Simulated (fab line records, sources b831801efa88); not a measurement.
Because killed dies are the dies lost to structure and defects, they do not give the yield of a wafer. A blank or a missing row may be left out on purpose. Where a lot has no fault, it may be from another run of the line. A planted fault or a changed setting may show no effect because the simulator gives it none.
The tool behind it: which one? -- flow sky130 -- 36 wafers from 12 lots sampled at 5 of the route's 708 steps

## WHAT THE GAUGES READ, wafer by wafer
No reading from a measuring or inspecting step in the record can be judged against a usual standard deviation.

## WHICH TOOL RAN EACH LOT (tool, then ch and the chambers of the sampled wafers, then the start)
lot,SKY_POLY_CUT_ETCH_11,SKY_METAL5_SPUTTER_02,SKY_METAL5_DESCUM_14,SKY_PASSIVATION_ETCH_11,SKY_PAD_OPEN_PROBE_99
L138,"rie diel-03 ch 2,3, day 24 23:38","pvd sputter-04, day 43 08:37","rie metal-03 ch 0,1, day 44 07:18","rie diel-01 ch 1,3, day 45 05:54","prober-01, day 46 05:15"
L139,"rie diel-02 ch 0,1, day 26 02:08","pvd sputter-01, day 44 06:08","rie metal-04 ch 0,1, day 45 04:19","rie diel-04 ch 0,2,3, day 46 02:48","prober-01, day 47 02:43"
L140,"rie diel-04 ch 0,2,3, day 26 02:20","pvd sputter-01, day 44 06:50","rie metal-01 ch 0,1, day 45 04:37","rie diel-03 ch 0,1,3, day 46 03:09","prober-02, day 47 02:55"
L142,"rie diel-04 ch 0,1, day 26 10:05","pvd sputter-01, day 44 07:50","rie metal-04 ch 0,1, day 45 05:15","rie diel-01 ch 0,3, day 46 03:14","prober-01, day 47 04:16"
L141,"rie diel-02 ch 0,2,3, day 26 16:59","pvd sputter-01, day 44 17:31","rie metal-04 ch 0,1, day 45 15:16","rie diel-03 ch 0,2,3, day 46 13:47","prober-02, day 47 12:50"
L147,"rie diel-04 ch 0,2,3, day 28 22:55","pvd sputter-04, day 46 07:20","rie metal-03 ch 0,1, day 47 03:57","rie diel-01 ch 0,1, day 48 00:38","prober-01, day 48 23:22"
L144,"rie diel-03 ch 0,3, day 29 02:47","pvd sputter-03, day 46 15:34","rie metal-03 ch 0,1, day 47 12:06","rie diel-03 ch 0,3, day 48 08:47","prober-01, day 49 06:49"
L150,"rie diel-03 ch 0,2, day 29 06:59","pvd sputter-03, day 46 17:10","rie metal-03 ch 0,1, day 47 13:15","rie diel-04 ch 0,2, day 48 10:09","prober-01, day 49 08:38"
L143,"rie diel-04 ch 1,2, day 29 07:10","pvd sputter-04, day 46 17:36","rie metal-01 ch 0, day 47 13:35","rie diel-03 ch 0,1,3, day 48 10:53","prober-01, day 49 09:43"
L149,"rie diel-03 ch 0,3, day 29 08:26","pvd sputter-01, day 46 18:36","rie metal-04 ch 0,1, day 47 14:48","rie diel-01 ch 0,1,2, day 48 11:39","prober-02, day 49 10:11"
L146,"rie diel-03 ch 0,1,2, day 29 08:43","pvd sputter-04, day 46 20:45","rie metal-03 ch 1, day 47 17:02","rie diel-04 ch 0,1,2, day 48 14:15","prober-02, day 49 12:30"
L155,"rie diel-03 ch 0,1,3, day 30 17:55","pvd sputter-04, day 47 20:17","rie metal-03 ch 0, day 48 16:04","rie diel-01 ch 1,2,3, day 49 13:35","prober-01, day 50 09:12"
- SKY_POLY_CUT_ETCH_11: etches Si3N4 in CF4/CH2F2/Ar, stops on poly-Si, time 42.5 s, target depth 60 nm.
- SKY_METAL5_SPUTTER_02: material AlCu, target thk 1150 nm, time 61.2 s.
- SKY_METAL5_DESCUM_14: chemistry O2, time 11 s.
- SKY_PASSIVATION_ETCH_11: etches the open film in CF4/O2, stops on AlCu, target depth 725 nm, time 161.1 s.
- SKY_PAD_OPEN_PROBE_99

## WHAT THE TOOLS THEMSELVES READ (means of the sampled wafers that have a number; where no wafer has one, the mark that the record gives instead)
SKY_POLY_CUT_ETCH_11. Usual: cf4 flow sccm 39.97 sccm, standard deviation 0.11; drypump motor current A 5.8 A, standard deviation 0.55; oes product au 0.828 a.u., standard deviation 0.0069; throttle valve pct 14.995 %, standard deviation 0.0094.
lot,tool,cf4 flow sccm (sccm),drypump motor current A (A),oes product au (a.u.),throttle valve pct (%),flag
L138,rie diel-03,40.01,6.0,0.825,14.998,
L139,rie diel-02,39.90,5.6,0.824,14.997,
L140,rie diel-04,40.09,5.5,0.824,15.009,
L142,rie diel-04,39.91,5.9,0.825,14.993,
L141,rie diel-02,39.94,5.9,0.835,15.002,
L147,rie diel-04,39.98,5.5,0.829,14.993,
L144,rie diel-03,39.89,6.1,0.828,14.997,
L150,rie diel-03,39.96,6.2,0.831,14.994,
L143,rie diel-04,40.03,6.2,0.833,14.996,
L149,rie diel-03,40.13,6.2,0.834,14.989,
L146,rie diel-03,39.96,5.8,0.823,14.992,
L155,rie diel-03,39.96,5.8,0.833,14.996,

SKY_METAL5_SPUTTER_02. Usual: 29.7 % for throttle valve pct, sd 1.
lot,tool,throttle valve pct (%),flag
L138,pvd sputter-04,29.5,
L139,pvd sputter-01,29.1,
L140,pvd sputter-01,29.2,
L142,pvd sputter-01,28.8,
L141,pvd sputter-01,29.7,
L147,pvd sputter-04,30.6,
L144,pvd sputter-03,30.8,
L150,pvd sputter-03,30.8,
L143,pvd sputter-04,30.8,
L149,pvd sputter-01,28.5,
L146,pvd sputter-04,29.1,
L155,pvd sputter-04,29.5,

SKY_METAL5_DESCUM_14. Usual: drypump motor current A 6.1 A, standard deviation 0.49; oes product au 1.004 a.u., standard deviation 0.015.
lot,tool,drypump motor current A (A),oes product au (a.u.),flag
L138,rie metal-03,5.5,0.986,
L139,rie metal-04,6.4,1.009,
L140,rie metal-01,6.0,1.013,
L142,rie metal-04,6.4,1.004,
L141,rie metal-04,6.4,1.004,
L147,rie metal-03,5.5,0.994,
L144,rie metal-03,5.8,1.000,
L150,rie metal-03,5.9,0.997,
L143,rie metal-01,6.3,1.025,
L149,rie metal-04,6.4,1.001,
L146,rie metal-03,5.1,0.993,
L155,rie metal-03,6.2,1.004,

SKY_PASSIVATION_ETCH_11. Usual: cf4 flow sccm 80.02 sccm, standard deviation 0.24; drypump motor current A 5.8 A, standard deviation 0.49; oes product au 0.977 a.u., standard deviation 0.0078; throttle valve pct 5.964 %, standard deviation 0.0094.
lot,tool,cf4 flow sccm (sccm),drypump motor current A (A),oes product au (a.u.),throttle valve pct (%),flag
L138,rie diel-01,80.02,5.9,0.981,5.969,
L139,rie diel-04,79.99,5.5,0.978,5.974,
L140,rie diel-03,80.13,5.8,0.978,5.959,
L142,rie diel-01,80.02,5.8,0.977,5.959,
L141,rie diel-03,80.05,6.1,0.982,5.971,
L147,rie diel-01,79.89,5.8,0.968,5.969,
L144,rie diel-03,79.94,6.1,0.977,5.963,
L150,rie diel-04,79.95,5.0,0.976,5.961,
L143,rie diel-03,79.95,5.8,0.981,5.965,
L149,rie diel-01,79.96,5.8,0.976,5.966,
L146,rie diel-04,79.96,5.6,0.968,5.959,
L155,rie diel-01,80.04,6.0,0.977,5.973,

SKY_PAD_OPEN_PROBE_99. Usual: killed_at_M0_to_M3 42, standard deviation 7.4; killed_at_M4_up 3.5, standard deviation 1.9; killed at contacts 24, standard deviation 5.2; killed at front end 15, standard deviation 4.5; killed at other 0.2, standard deviation 0.53; killed dies 85, standard deviation 9.8; killed on rim 17, standard deviation 4.2; killed open 46, standard deviation 7.6; killed short 39, standard deviation 6.5.
lot,tool,killed_at_M0_to_M3,killed_at_M4_up,killed at contacts,killed at front end,killed at other,killed dies,killed on rim,killed open,killed short,flag
L138,prober-01,42,2.3,31,16,0.7,92,18,46,46,
L139,prober-01,48,3.7,23,12,0.0,86,21,49,38,
L140,prober-02,48,4.7,23,14,0.0,89,14,49,40,
L142,prober-01,47,1.7,26,8,0.3,83,15,48,35,
L141,prober-02,48,2.7,25,20,0.3,96,19,53,42,
L147,prober-01,43,3.0,22,13,0.0,81,17,41,40,
L144,prober-01,42,2.3,30,15,0.3,90,22,46,43,
L150,prober-01,31,2.0,21,11,0.3,65,14,33,32,
L143,prober-01,42,5.7,20,15,0.3,83,15,40,43,
L149,prober-02,40,3.3,22,17,0.3,83,15,45,38,
L146,prober-02,43,3.0,23,33,0.3,103,27,43,46,OFF
L155,prober-01,45,5.3,21,73,0.3,145,45,47,40,OFF

## THE ANSWER, worked out from the rows above alone
Rule: take the mean of a lot's wafers that have a number; if it is more than 3 standard deviations from the usual mean, the lot is off. Also off: a lot with no number at a reading for which 4 or more lots have one. All remaining lots with rows at the step are treated as sound. The gauges are gone through in route order, then the tools' own readings, and for those a lot's mean is taken as printed above. The first step at which some lot is off is used, and at that step the reading that is off furthest; a lot without a number counts as furthest.
Off: L146, L155 (SKY_PAD_OPEN_PROBE_99, killed at front end).
If a tool, at that step or one of the process steps before it, ran each lot that is off and ran no sound lot following the first of them, it fits. Can't be told from this: 3 tools fit, rie diel-03 at SKY_POLY_CUT_ETCH_11, pvd sputter-04 at SKY_METAL5_SPUTTER_02, rie metal-03 at SKY_METAL5_DESCUM_14.

## WHAT HAD BEEN PUT IN BY THE SIMULATOR
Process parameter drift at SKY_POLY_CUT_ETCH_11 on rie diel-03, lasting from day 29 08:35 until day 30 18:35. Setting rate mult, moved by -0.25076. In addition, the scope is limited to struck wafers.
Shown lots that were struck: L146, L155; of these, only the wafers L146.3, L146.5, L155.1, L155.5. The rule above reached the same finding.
